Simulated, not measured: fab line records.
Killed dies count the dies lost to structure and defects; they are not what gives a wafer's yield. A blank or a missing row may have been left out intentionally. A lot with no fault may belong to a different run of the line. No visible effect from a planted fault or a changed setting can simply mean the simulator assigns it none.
Check of tool commonality ; flow gf180mcu ; Sample size 15 lots and 45 wafers

REASON FOR OPENING
Of 15 lots, 3 have the reading LVPWELL_TW flagged at GF_LVPWELL_TW_MEAS_11. Wafers without a fault read 553, standard deviation 3.1.
Rule: a lot gets a flag if all its wafers with a number sit over 4 standard deviations from that mean, or if no wafer of it has a number. All remaining lots are regarded as sound.

lot;measured;on;LVPWELL_TW, wafer by wafer;flag
L378;day 4 03:34;film_metro-01;551 554 553;
L379;day 4 09:18;film_metro-04;552 555 558;
L380;day 4 11:25;film_metro-04;554 555 555;
L381;day 4 19:22;film_metro-01;552 553 554;
L382;day 5 03:09;film_metro-04;551 548 552;
L383;day 5 11:16;film_metro-01;550 547 550;
L385;day 5 19:52;film_metro-04;553 551 553;
L386;day 5 23:40;film_metro-03;555 558 554;
L387;day 6 04:19;film_metro-04;552 552 552;
L388;day 6 13:46;film_metro-03;558 556 558;
L390;day 6 23:51;film_metro-01;337 336 336;FLAGGED
L391;day 7 04:57;film_metro-04;335 336 336;FLAGGED
L392;day 7 09:04;film_metro-04;335 336 335;FLAGGED
L399;day 9 01:04;film_metro-01;550 551 552;
L400;day 9 07:51;film_metro-04;555 556 557;
Average over the flagged lots: 336; offset from the usual -217, equal to -70 standard deviations.

LOT BY LOT: THE TOOL USED
2 process steps preceding the reading are held in the record, out of 602 steps in the route. Each cell gives the tool, then ch followed by the chambers the sampled wafers passed through, then the start.
lot;flag;GF_STI_STRIP_15;GF_LVPWELL_IMPLANT_08
L378;;plasma_asher-04 ch 0,1, day 2 09:01;implanter-04 ch 0, day 4 03:11
L379;;plasma_asher-04 ch 0,1, day 2 11:52;implanter-03 ch 0, day 4 08:54
L380;;plasma_asher-04 ch 0,1, day 2 17:18;implanter-03 ch 0, day 4 11:02
L381;;plasma_asher-01 ch 0,1, day 2 21:34;implanter-04 ch 0, day 4 18:58
L382;;plasma_asher-01 ch 0,1, day 3 03:22;implanter-03 ch 0, day 5 02:45
L383;;plasma_asher-02 ch 0,1, day 3 08:29;implanter-01 ch 0, day 5 10:52
L385;;plasma_asher-04 ch 0,1, day 3 20:35;implanter-01 ch 0, day 5 19:29
L386;;plasma_asher-04 ch 0,1, day 4 00:41;implanter-01 ch 0, day 5 23:18
L387;;plasma_asher-04 ch 0,1, day 4 04:07;implanter-01 ch 0, day 6 03:55
L388;;plasma_asher-02 ch 0,1, day 4 14:28;implanter-03 ch 0, day 6 13:23
L390;FLAGGED;plasma_asher-01 ch 0, day 4 20:16;implanter-03, day 6 23:27
L391;FLAGGED;plasma_asher-01 ch 0,1, day 5 03:27;implanter-03, day 7 04:33
L392;FLAGGED;plasma_asher-04 ch 0,1, day 5 06:26;implanter-03, day 7 08:40
L399;;plasma_asher-01 ch 0,1, day 6 19:11;implanter-04 ch 0, day 9 00:40
L400;;plasma_asher-04 ch 0,1, day 7 02:44;implanter-04 ch 0, day 9 07:27
What is done by these steps:
- GF_STI_STRIP_15: strips in O2/N2.
- GF_LVPWELL_IMPLANT_08
- GF_LVPWELL_TW_MEAS_11

FLAGGED OVER TOTAL, TOOL BY TOOL (the gauges that took the reading come last)
step;tool;lots run;flagged;share of the flagged lots;sound lots run after its first flagged lot
GF_STI_STRIP_15;plasma_asher-01;5;2;some;1 (L399)
GF_STI_STRIP_15;plasma_asher-02;2;0;none;-
GF_STI_STRIP_15;plasma_asher-04;8;1;some;1 (L400)
GF_LVPWELL_IMPLANT_08;implanter-01;4;0;none;-
GF_LVPWELL_IMPLANT_08;implanter-03;7;3;all;0
GF_LVPWELL_IMPLANT_08;implanter-04;4;0;none;-
GF_LVPWELL_TW_MEAS_11;film_metro-01;5;1;some;1 (L399)
GF_LVPWELL_TW_MEAS_11;film_metro-03;2;0;none;-
GF_LVPWELL_TW_MEAS_11;film_metro-04;8;2;some;1 (L400)

WHAT THE TABLE PERMITS
1 row of the table ran every flagged lot: implanter-03 at GF_LVPWELL_IMPLANT_08.
- implanter-03 at GF_LVPWELL_IMPLANT_08 ran 7 lots, 3 of them flagged. A fault beginning between L388 (day 6 13:23), its last sound lot, and L390 (day 6 23:27), its first flagged one, fits the data. On the flagged lots its readings are blank where sound lots have values: beam_energy_keV, beam_on_s.
What remains is a single tool, implanter-03 at GF_LVPWELL_IMPLANT_08.

WHAT WAS PUT IN BY THE SIMULATOR
Whole step skipped at GF_LVPWELL_IMPLANT_08 on implanter-03, starting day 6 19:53. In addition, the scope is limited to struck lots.
Lots struck among those shown: L390, L391, L392. This agrees with what the rule above found.
